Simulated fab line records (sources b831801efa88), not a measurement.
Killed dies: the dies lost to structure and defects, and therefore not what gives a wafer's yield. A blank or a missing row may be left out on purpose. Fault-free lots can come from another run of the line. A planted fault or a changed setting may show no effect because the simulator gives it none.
fab line records	flow sky130	part 1 of 2: steps 1 to 28 of 39
record lots=5	wafers=15	last_day=49
route steps=708 shown VIA4@648 METAL5@661 PASSIVATION@681
lots that met no fault: from a run of the same line without faults
start_h: the number of hours between the record's first day and the start of the first shown wafer of the lot	wait_h: time in hours since the lot's previous step	" unchanged from the row above	L1.1+2: one row covering several wafers at once	- no value present, or no start provided	* or withheld: withheld	< > ~ a bound
route shown NAME@n: a module of which the file shows steps, and the number in the route of the first	usual: average and standard deviation across the fault-free wafers	same: alike in all rows	chamber/n: place in a boat	sites: the reading at each site	_std_site: their standard deviation	_edge_site: inner sites' mean taken away from outer sites' mean	radius_mm: how far each site lies from the wafer's centre	mask NAME#n: copy n	behind: the most recent tool/chamber to have shaped the wafer	hold: why the lot was held/for how many hours/how that ended	device: whichever transistor did not switch (one of n, p or np)	end of line: the same wafers' tests at the end of the route	step lacking rows: just its recipe	killed: dies lost to structure and defects at the first sort, not the wafer's yield	map: dies across one wafer; x = killed, . = not, _ = none there
set.NAME: the setting as run; set.NAME@STEP: as run at that earlier step	model.NAME: the simulator's own value behind a step, which no gauge read
a table for each step, a row for each wafer; lots at some steps of the route
services: when a tool's chamber went out of use (start_h, in hours from the record's first day, below 0 if earlier), for how many hours, and the reason
## steps
# step SKY_VIA4_PEB_09
# recipe temp_c=withheld	time_s=*	resist=NOVOLAK
lot.wafer	tool	chamber	start_h	wait_h
L074.2+3+4	litho_track-03	0	-	-
L081.1+2+6	litho_track-03	0	-	-
L082.3+4+6	litho_track-04	0	-	-
L087.2+4+6	litho_track-03	0	-	-
L091.1+2+3	litho_track-02	0	-	-
# step SKY_VIA4_DEVELOP_10
# recipe resist=NOVOLAK	developer=TMAH	develop_time_s=60	dev_temp_c=23
lot.wafer	tool	chamber	start_h	wait_h
L074.2+3+4	litho_track-03	0	996.37	0.1
L081.1+2+6	litho_track-03	0	1050.70	0.1
L082.3+4+6	litho_track-04	0	1054.85	0.1
L087.2+4+6	litho_track-03	0	1095.82	0.1
L091.1+2+3	litho_track-02	0	1108.81	0.1
# step SKY_VIA4_OVL_MEAS_11
# usual VIA4_OVL=-0.5/1.5
lot.wafer	tool	chamber	start_h	wait_h	VIA4_OVL[nm]
L074.2	overlay-01	-	996.50	0.1	-2.4
L074.3	"	-	"	"	-1.5
L074.4	"	-	"	"	-2.6
L081.1	overlay-02	-	1050.85	0.1	0.7
L081.2	"	-	"	"	2.6
L081.6	"	-	"	"	0.8
L082.3	overlay-01	-	1054.96	0.1	-0.9
L082.4	"	-	"	"	-1.3
L082.6	"	-	"	"	-0.4
L087.2	overlay-02	-	1095.95	0.1	-0.1
L087.4	"	-	"	"	-0.2
L087.6	"	-	"	"	0.1
L091.1	overlay-01	-	1108.96	0.1	-1.4
L091.2	"	-	"	"	0.0
L091.3	"	-	"	"	-0.3
# step SKY_VIA4_ETCH_12
# recipe target=SiO2	chemistry=C4F8/O2/Ar	stop_on=TiN	mask_material=NOVOLAK	source_w=1500	bias_w=1200	pressure_mtorr=40	c4f8_flow_sccm=withheld	O2_flow_sccm=6	Ar_flow_sccm=300	time_s=withheld	target_depth_a=5800
# usual oes_product_au=0.926/0.0048
lot.wafer	tool	chamber	start_h	wait_h	oes_product_au
L074.2	rie_diel-02	0	996.53	0.0	0.934
L074.3	"	3	"	"	0.934
L074.4	"	2	"	"	0.931
L081.1	rie_diel-01	2	1050.88	0.0	0.924
L081.2	"	1	"	"	0.932
L081.6	"	1	"	"	0.929
L082.3	rie_diel-02	1	1054.99	0.0	0.922
L082.4	"	2	"	"	0.929
L082.6	"	0	"	"	0.936
L087.2	rie_diel-04	0	1095.98	0.0	0.929
L087.4	"	3	"	"	0.923
L087.6	"	2	"	"	0.927
L091.1	rie_diel-02	0	1109.00	0.0	0.925
L091.2	"	1	"	"	0.926
L091.3	"	2	"	"	0.926
# step SKY_VIA4_STRIP_13
# recipe chemistry=O2/N2	power_w=1400	pressure_mtorr=1500	platen_temp_c=withheld	o2_flow_sccm=3000	n2_flow_sccm=300	overash_fraction=0.5
# usual drypump_motor_current_A=6.0/0.39	oes_product_au=0.709/0.0046	strip_time_to_endpoint_s=12.803/0.03
lot.wafer	tool	chamber	start_h	wait_h	drypump_motor_current_A	oes_product_au	rf_hours_counter_h	strip_time_to_endpoint_s
L074.2	plasma_asher-03	1	996.61	-	6.6	0.717	58	12.776
L074.3	"	0	"	"	6.1	0.726	-	12.811
L074.4	"	1	"	"	6.7	0.711	-	12.816
L081.1	plasma_asher-02	0	1050.96	-	5.9	0.706	124	12.801
L081.2	"	1	"	"	6.2	0.706	124	12.793
L081.6	"	1	"	"	6.2	0.709	-	12.814
L082.3	plasma_asher-03	1	1055.14	-	6.6	0.707	-	12.799
L082.4	"	0	"	"	6.1	0.706	-	12.801
L082.6	"	0	"	"	6.1	0.714	-	12.761
L087.2	plasma_asher-02	0	1096.06	-	5.9	0.705	2	12.834
L087.4	"	1	"	"	6.2	0.714	-	12.829
L087.6	"	1	"	"	6.2	0.706	-	12.850
L091.1	plasma_asher-02	1	1109.07	-	6.2	0.710	3	12.773
L091.2	"	0	"	"	5.9	0.708	3	12.758
L091.3	"	1	"	"	6.2	0.709	-	12.800
# step SKY_VIA4_STRIP_14
# recipe chemistry=post_etch_residue_remover	time_s=1200	temp_c=72.5
lot.wafer	tool	chamber	start_h	wait_h
L074.2+3+4	wet_bench-04	2	996.71	0.1
L081.1+2+6	wet_bench-03	3	1051.08	0.1
L082.3+4+6	wet_bench-01	3	1055.21	0.0
L087.2+4+6	wet_bench-04	0	1096.16	0.1
L091.1+2+3	wet_bench-01	1	1109.17	0.1
# step SKY_VIA4_CLEAN_15
# recipe chemistry=IPA	time_s=180	temp_c=25
lot.wafer	tool	chamber	start_h	wait_h
L074.2+3+4	wet_bench-03	2	997.05	0.0
L081.1+2+6	wet_bench-03	3	1051.77	0.0
L082.3+4+6	wet_bench-01	0	1055.55	0.0
L087.2+4+6	wet_bench-01	0	1096.56	0.0
L091.1+2+3	wet_bench-04	3	1109.92	0.0
# step SKY_VIA4_CLEAN_16
# recipe chemistry=O3/DIW	dry=n2_spin
lot.wafer	tool	chamber	start_h	wait_h
L074.2+3+4	wet_bench-04	1	997.11	0.0
L081.1+2+6	wet_bench-03	3	1052.00	0.1
L082.3+4+6	wet_bench-01	0	1055.61	0.0
L087.2+4+6	wet_bench-04	0	1096.62	0.0
L091.1+2+3	wet_bench-04	2	1109.98	0.0
# step SKY_VIA4_SPUTTER_17
# recipe material=TiN	target_thk_nm=20	chamber_pressure_pa=5	power_w=4000	time_s=80
# usual chamber_pressure_pa=5.001/0.0098	throttle_valve_pct=30.3/0.73
lot.wafer	tool	chamber	start_h	wait_h	chamber_pressure_pa	throttle_valve_pct
L074.2	pvd_sputter-04	-	997.20	0.0	5.007	29.6
L074.3	"	-	"	"	5.016	31.9
L074.4	"	-	"	"	4.982	29.6
L081.1	pvd_sputter-01	-	1052.18	0.0	4.999	30.7
L081.2	"	-	"	"	5.001	30.0
L081.6	"	-	"	"	5.002	29.8
L082.3	pvd_sputter-01	-	1055.70	0.0	4.983	30.2
L082.4	"	-	"	"	4.996	30.2
L082.6	"	-	"	"	4.999	29.9
L087.2	pvd_sputter-03	-	1096.73	0.0	5.007	30.8
L087.4	"	-	"	"	5.005	30.2
L087.6	"	-	"	"	4.999	30.8
L091.1	pvd_sputter-03	-	1110.07	0.0	5.036	30.8
L091.2	"	-	"	"	5.012	30.0
L091.3	"	-	"	"	5.007	30.7
# step SKY_VIA4_CVD_18
# recipe material=W	target_thk_nm=505	time_s=152.14	temp_c=400	pressure_torr=40
# usual heater_power_w=886/110
lot.wafer	tool	chamber	start_h	wait_h	heater_power_w
L074.2	cvd_w-01	1	997.26	0.0	694
L074.3	"	0	"	"	908
L074.4	"	1	"	"	723
L081.1	cvd_w-02	0	1052.24	0.0	1036
L081.2	"	1	"	"	817
L081.6	"	1	"	"	833
L082.3	cvd_w-02	0	1055.81	0.1	1000
L082.4	"	1	"	"	825
L082.6	"	0	"	"	1028
L087.2	cvd_w-01	0	1096.79	0.0	917
L087.4	"	0	"	"	917
L087.6	"	1	"	"	719
L091.1	cvd_w-02	0	1110.13	0.0	1010
L091.2	"	1	"	"	836
L091.3	"	0	"	"	1027
# step SKY_VIA4_RS_MEAS_19
# recipe thk_meas_gauge=four-point-probe	reads=W_of_VIA4_CVD_18+TiN_of_VIA4_SPUTTER_17
# usual VIA4_W_RS=0.2281/0.0027
lot.wafer	tool	chamber	start_h	wait_h	VIA4_W_RS[ohm/sq]
L074.2	film_metro-02	-	997.43	0.1	0.2282
L074.3	"	-	"	"	0.2212
L074.4	"	-	"	"	0.2293
L081.1	film_metro-03	-	1052.40	0.1	0.2294
L081.2	"	-	"	"	0.2282
L081.6	"	-	"	"	0.2289
L082.3	film_metro-03	-	1055.96	0.1	0.2281
L082.4	"	-	"	"	0.2281
L082.6	"	-	"	"	0.2298
L087.2	film_metro-03	-	1096.96	0.1	0.2271
L087.4	"	-	"	"	0.2274
L087.6	"	-	"	"	0.2333
L091.1	film_metro-03	-	1110.28	0.1	0.2291
L091.2	"	-	"	"	0.2271
L091.3	"	-	"	"	0.2266
# step SKY_VIA4_THK_MEAS_20
# recipe thk_meas_gauge=xrf	reads=W_of_VIA4_CVD_18
# usual VIA4_W_THK=493/10
lot.wafer	tool	chamber	start_h	wait_h	VIA4_W_THK[nm]
L074.2	film_metro-02	-	997.54	0.1	511
L074.3	"	-	"	"	526
L074.4	"	-	"	"	510
L081.1	film_metro-03	-	1052.52	0.1	489
L081.2	"	-	"	"	491
L081.6	"	-	"	"	489
L082.3	film_metro-03	-	1056.06	0.1	486
L082.4	"	-	"	"	486
L082.6	"	-	"	"	486
L087.2	film_metro-03	-	1097.07	0.1	490
L087.4	"	-	"	"	489
L087.6	"	-	"	"	476
L091.1	film_metro-03	-	1110.40	0.1	490
L091.2	"	-	"	"	492
L091.3	"	-	"	"	496
# step SKY_VIA4_CMP_21
# recipe stop_on=SiO2	t_overpolish_s=25	down_force_psi=3.5	platen_rpm=60	target_thk_nm=0	pad_velocity_m_s=0.94248
# usual motor_current_A=10.6/1.3	overpolish_run_s=24.999/0.0097	time_to_endpoint_s=122/4.1
lot.wafer	tool	chamber	start_h	wait_h	motor_current_A	overpolish_run_s	time_to_endpoint_s
L074.2	cmp-01	3	997.59	0.0	10.2	25.014	122
L074.4	"	0	"	"	8.5	24.994	121
L074.3	"	1	"	"	11.6	25.005	127
L081.2	cmp-01	1	1052.58	0.0	12.2	24.989	120
L081.1	"	0	"	"	8.3	25.006	118
L081.6	"	2	"	"	10.1	24.997	120
L082.4	cmp-01	3	1056.34	0.3	9.7	25.007	115
L082.3	"	0	"	"	8.7	25.015	119
L082.6	"	2	"	"	10.0	25.002	116
L087.4	cmp-01	3	1097.93	0.8	10.7	24.994	125
L087.2	"	0	"	"	8.9	24.988	128
L087.6	"	2	"	"	10.0	24.992	120
L091.3	cmp-01	0	1110.46	0.0	8.5	25.001	123
L091.2	"	2	"	"	9.8	25.010	123
L091.1	"	3	"	"	10.1	25.018	121
# step SKY_METAL5_SPUTTER_00
# recipe material=Ti	target_thk_nm=15	power_w=3000	time_s=10	chamber_pressure_pa=0.4
# usual chamber_pressure_pa=0.4000/0.00074	throttle_valve_pct=30.0/0.64
lot.wafer	tool	chamber	start_h	wait_h	chamber_pressure_pa	throttle_valve_pct
L074.2	pvd_sputter-01	-	997.89	0.2	0.4004	30.1
L074.3	"	-	"	"	0.4000	30.7
L074.4	"	-	"	"	0.3988	30.0
L081.1	pvd_sputter-04	-	1052.88	0.1	0.4001	29.7
L081.2	"	-	"	"	0.3997	29.3
L081.6	"	-	"	"	0.3998	31.6
L082.3	pvd_sputter-01	-	1056.59	0.1	0.4004	29.8
L082.4	"	-	"	"	0.4003	30.2
L082.6	"	-	"	"	0.4009	30.0
L087.2	pvd_sputter-02	-	1098.18	0.1	0.3992	30.1
L087.4	"	-	"	"	0.4001	30.2
L087.6	"	-	"	"	0.3999	29.9
L091.1	pvd_sputter-01	-	1110.76	0.1	0.4002	29.4
L091.2	"	-	"	"	0.3991	30.1
L091.3	"	-	"	"	0.4012	30.0
# step SKY_METAL5_SPUTTER_01
# recipe material=TiN	target_thk_nm=20	power_w=6500	time_s=16.7	chamber_pressure_pa=0.4
# usual chamber_pressure_pa=0.4000/0.00076	throttle_valve_pct=30.0/0.64
lot.wafer	tool	chamber	start_h	wait_h	chamber_pressure_pa	throttle_valve_pct
L074.2	pvd_sputter-01	-	997.91	0.0	0.4000	29.7
L074.3	"	-	"	"	0.4013	30.6
L074.4	"	-	"	"	0.4001	30.0
L081.1	pvd_sputter-04	-	1052.90	0.0	0.4002	29.7
L081.2	"	-	"	"	0.4008	29.4
L081.6	"	-	"	"	0.4004	32.0
L082.3	pvd_sputter-01	-	1056.62	0.0	0.4002	30.0
L082.4	"	-	"	"	0.3995	30.5
L082.6	"	-	"	"	0.3992	29.8
L087.2	pvd_sputter-02	-	1098.20	0.0	0.4007	29.7
L087.4	"	-	"	"	0.4004	30.4
L087.6	"	-	"	"	0.3990	29.7
L091.1	pvd_sputter-01	-	1110.78	0.0	0.3998	29.3
L091.2	"	-	"	"	0.3992	29.9
L091.3	"	-	"	"	0.3992	30.0
# step SKY_METAL5_SPUTTER_02
# recipe material=AlCu	target_thk_nm=1150	power_w=10600	time_s=61.2	chamber_pressure_pa=0.4
# usual chamber_pressure_pa=0.4000/0.00081	throttle_valve_pct=30.0/0.64
lot.wafer	tool	chamber	start_h	wait_h	chamber_pressure_pa	throttle_valve_pct
L074.2	pvd_sputter-01	-	997.94	0.0	0.4008	30.0
L074.3	"	-	"	"	0.4012	30.5
L074.4	"	-	"	"	0.4008	30.0
L081.1	pvd_sputter-04	-	1052.92	0.0	0.3992	29.8
L081.2	"	-	"	"	0.3994	29.4
L081.6	"	-	"	"	0.4003	32.0
L082.3	pvd_sputter-01	-	1056.64	0.0	0.4008	30.2
L082.4	"	-	"	"	0.4000	30.7
L082.6	"	-	"	"	0.4013	30.2
L087.2	pvd_sputter-02	-	1098.22	0.0	0.3994	30.0
L087.4	"	-	"	"	0.3999	30.2
L087.6	"	-	"	"	0.3995	29.9
L091.1	pvd_sputter-01	-	1110.81	0.0	0.4002	29.4
L091.2	"	-	"	"	0.3987	30.0
L091.3	"	-	"	"	0.4010	30.0
# step SKY_METAL5_SPUTTER_03
# recipe material=Ti	target_thk_nm=5	power_w=3000	time_s=3.3	chamber_pressure_pa=0.4
# usual chamber_pressure_pa=0.4000/0.0009	throttle_valve_pct=30.1/0.67
lot.wafer	tool	chamber	start_h	wait_h	chamber_pressure_pa	throttle_valve_pct
L074.2	pvd_sputter-01	-	997.99	0.0	0.3994	29.9
L074.3	"	-	"	"	0.3996	30.4
L074.4	"	-	"	"	0.4002	30.0
L081.1	pvd_sputter-04	-	1052.97	0.0	0.3990	29.9
L081.2	"	-	"	"	0.3996	29.5
L081.6	"	-	"	"	0.4028	31.8
L082.3	pvd_sputter-01	-	1056.69	0.0	0.4013	29.9
L082.4	"	-	"	"	0.4015	30.6
L082.6	"	-	"	"	0.4004	29.9
L087.2	pvd_sputter-02	-	1098.27	0.0	0.4009	29.9
L087.4	"	-	"	"	0.3994	30.2
L087.6	"	-	"	"	0.3997	30.1
L091.1	pvd_sputter-01	-	1110.86	0.0	0.3976	29.3
L091.2	"	-	"	"	0.4010	30.1
L091.3	"	-	"	"	0.4008	30.3
# step SKY_METAL5_SPUTTER_04
# recipe material=TiN	target_thk_nm=70	power_w=6500	time_s=58.3	chamber_pressure_pa=0.4
# usual chamber_pressure_pa=0.4001/0.00078	throttle_valve_pct=30.0/0.66
lot.wafer	tool	chamber	start_h	wait_h	chamber_pressure_pa	throttle_valve_pct
L074.2	pvd_sputter-01	-	998.01	0.0	0.4002	30.2
L074.3	"	-	"	"	0.4009	30.2
L074.4	"	-	"	"	0.4009	30.2
L081.1	pvd_sputter-04	-	1052.99	0.0	0.3989	29.6
L081.2	"	-	"	"	0.3992	29.4
L081.6	"	-	"	"	0.3990	31.7
L082.3	pvd_sputter-01	-	1056.71	0.0	0.3989	29.7
L082.4	"	-	"	"	0.3995	30.3
L082.6	"	-	"	"	0.4015	30.0
L087.2	pvd_sputter-02	-	1098.29	0.0	0.4011	30.1
L087.4	"	-	"	"	0.3998	30.0
L087.6	"	-	"	"	0.3990	29.7
L091.1	pvd_sputter-01	-	1110.88	0.0	0.3997	29.2
L091.2	"	-	"	"	0.4003	29.7
L091.3	"	-	"	"	0.4008	29.9
# step SKY_METAL5_RS_MEAS_05
# recipe thk_meas_gauge=four-point-probe	reads=TiN_of_METAL5_SPUTTER_04+Ti_of_METAL5_SPUTTER_03+AlCu_of_METAL5_SPUTTER_02+TiN_of_METAL5_SPUTTER_01+Ti_of_METAL5_SPUTTER_00
# usual METAL5_ALCU_RS=0.0270/0.00034
lot.wafer	tool	chamber	start_h	wait_h	METAL5_ALCU_RS[ohm/sq]
L074.2	film_metro-04	-	998.08	0.0	0.0270
L074.3	"	-	"	"	0.0270
L074.4	"	-	"	"	0.0273
L081.1	film_metro-04	-	1053.05	0.0	0.0272
L081.2	"	-	"	"	0.0272
L081.6	"	-	"	"	0.0274
L082.3	film_metro-04	-	1056.80	0.1	0.0267
L082.4	"	-	"	"	0.0268
L082.6	"	-	"	"	0.0268
L087.2	film_metro-01	-	1098.36	0.0	0.0271
L087.4	"	-	"	"	0.0272
L087.6	"	-	"	"	0.0272
L091.1	film_metro-04	-	1110.93	0.0	0.0266
L091.2	"	-	"	"	0.0268
L091.3	"	-	"	"	0.0263
# step SKY_METAL5_THK_MEAS_06
# recipe thk_meas_gauge=xrf	reads=AlCu_of_METAL5_SPUTTER_02
# usual METAL5_ALCU_THK=1166/18
lot.wafer	tool	chamber	start_h	wait_h	METAL5_ALCU_THK[nm]
L074.2	film_metro-04	-	998.19	0.1	1156
L074.3	"	-	"	"	1157
L074.4	"	-	"	"	1147
L081.1	film_metro-04	-	1053.17	0.1	1176
L081.2	"	-	"	"	1169
L081.6	"	-	"	"	1166
L082.3	film_metro-04	-	1056.90	0.1	1195
L082.4	"	-	"	"	1180
L082.6	"	-	"	"	1186
L087.2	film_metro-01	-	1098.47	0.1	1163
L087.4	"	-	"	"	1150
L087.6	"	-	"	"	1158
L091.1	film_metro-04	-	1111.05	0.1	1185
L091.2	"	-	"	"	1185
L091.3	"	-	"	"	1209
# step SKY_METAL5_DEHYDRATE_07
# recipe temp_c=200	time_s=60
lot.wafer	tool	chamber	start_h	wait_h
L074.2+3+4	litho_track-01	0	1009.57	11.4
L081.1+2+6	litho_track-02	0	1062.16	9.0
L082.3+4+6	litho_track-02	0	1066.66	9.8
L087.2+4+6	litho_track-03	0	1107.32	8.8
L091.1+2+3	litho_track-02	0	1119.86	8.8
# step SKY_METAL5_HMDS_08
# recipe prime_time_s=60	prime_temp_c=120
lot.wafer	tool	chamber	start_h	wait_h
L074.2+3+4	litho_track-01	0	1009.72	0.1
L081.1+2+6	litho_track-02	0	1062.31	0.1
L082.3+4+6	litho_track-02	0	1066.81	0.1
L087.2+4+6	litho_track-03	0	1107.47	0.1
L091.1+2+3	litho_track-02	0	1120.01	0.1
# step SKY_METAL5_COAT_09
# recipe resist=NOVOLAK	spin_rpm=3000	resist_thk_nm=1800
lot.wafer	tool	chamber	start_h	wait_h
L074.2+3+4	litho_track-01	0	1009.87	0.1
L081.1+2+6	litho_track-02	0	1062.46	0.1
L082.3+4+6	litho_track-02	0	1066.96	0.1
L087.2+4+6	litho_track-03	0	1107.62	0.1
L091.1+2+3	litho_track-02	0	1120.16	0.1
# step SKY_METAL5_SOFTBAKE_10
# recipe temp_c=90	time_s=60	resist=NOVOLAK
lot.wafer	tool	chamber	start_h	wait_h
L074.2+3+4	litho_track-01	0	1010.02	0.1
L081.1+2+6	litho_track-02	0	1062.61	0.1
L082.3+4+6	litho_track-02	0	1067.11	0.1
L087.2+4+6	litho_track-03	0	1107.77	0.1
L091.1+2+3	litho_track-02	0	1120.31	0.1
# step SKY_METAL5_EXPOSE_11
# recipe mask_id=MM5	na=0.6	source_shape=conventional	sigma_outer=0.6	polarization=unpolarized	target_cd_nm=1600	dose_mj=190
lot.wafer	tool	chamber	start_h	wait_h	mask
L074.2+3+4	iline_stepper-01	0	-	-	MM5#0
L081.1+2+6	iline_stepper-02	0	-	-	MM5#0
L082.3+4+6	iline_stepper-02	0	-	-	MM5#0
L087.2+4+6	iline_stepper-01	0	-	-	MM5#0
L091.1+2+3	iline_stepper-01	0	-	-	MM5#0
# step SKY_METAL5_PEB_12
# recipe temp_c=withheld	time_s=*	resist=NOVOLAK
lot.wafer	tool	chamber	start_h	wait_h
L074.2+3+4	litho_track-01	0	-	-
L081.1+2+6	litho_track-02	0	-	-
L082.3+4+6	litho_track-02	0	-	-
L087.2+4+6	litho_track-01	0	-	-
L091.1+2+3	litho_track-02	0	-	-
# step SKY_METAL5_DEVELOP_13
# recipe resist=NOVOLAK	developer=TMAH	develop_time_s=60	dev_temp_c=23
lot.wafer	tool	chamber	start_h	wait_h
L074.2+3+4	litho_track-01	0	1020.67	0.1
L081.1+2+6	litho_track-02	0	1073.01	0.1
L082.3+4+6	litho_track-02	0	1076.71	0.1
L087.2+4+6	litho_track-01	0	1117.72	0.1
L091.1+2+3	litho_track-02	0	1129.61	0.1
# step SKY_METAL5_DESCUM_14
# recipe chemistry=O2	source_power_w=150	bias_power_w=0	pressure_mtorr=10	temp_c=40	time_s=11
# usual drypump_motor_current_A=5.8/0.56	oes_product_au=1.003/0.0065
lot.wafer	tool	chamber	start_h	wait_h	drypump_motor_current_A	oes_product_au	rf_hours_counter_h
L074.2	rie_metal-02	0	1020.79	0.1	5.4	0.997	18
L074.3	"	0	"	"	5.3	1.004	-
L074.4	"	1	"	"	6.5	0.987	-
L081.1	rie_metal-02	1	1073.16	0.1	6.4	1.006	19
L081.2	"	0	"	"	5.3	1.004	22
L081.6	"	1	"	"	6.5	0.999	-
L082.3	rie_metal-03	0	1076.82	0.1	6.2	1.000	-
L082.4	"	1	"	"	5.1	1.000	-
L082.6	"	1	"	"	5.1	0.990	-
L087.2	rie_metal-04	0	1117.84	0.1	6.1	1.013	22
L087.4	"	0	"	"	6.1	1.001	-
L087.6	"	0	"	"	6.1	1.018	-
L091.1	rie_metal-03	1	1129.76	0.1	5.1	1.005	18
L091.2	"	0	"	"	6.2	1.001	6
L091.3	"	1	"	"	5.1	1.006	-
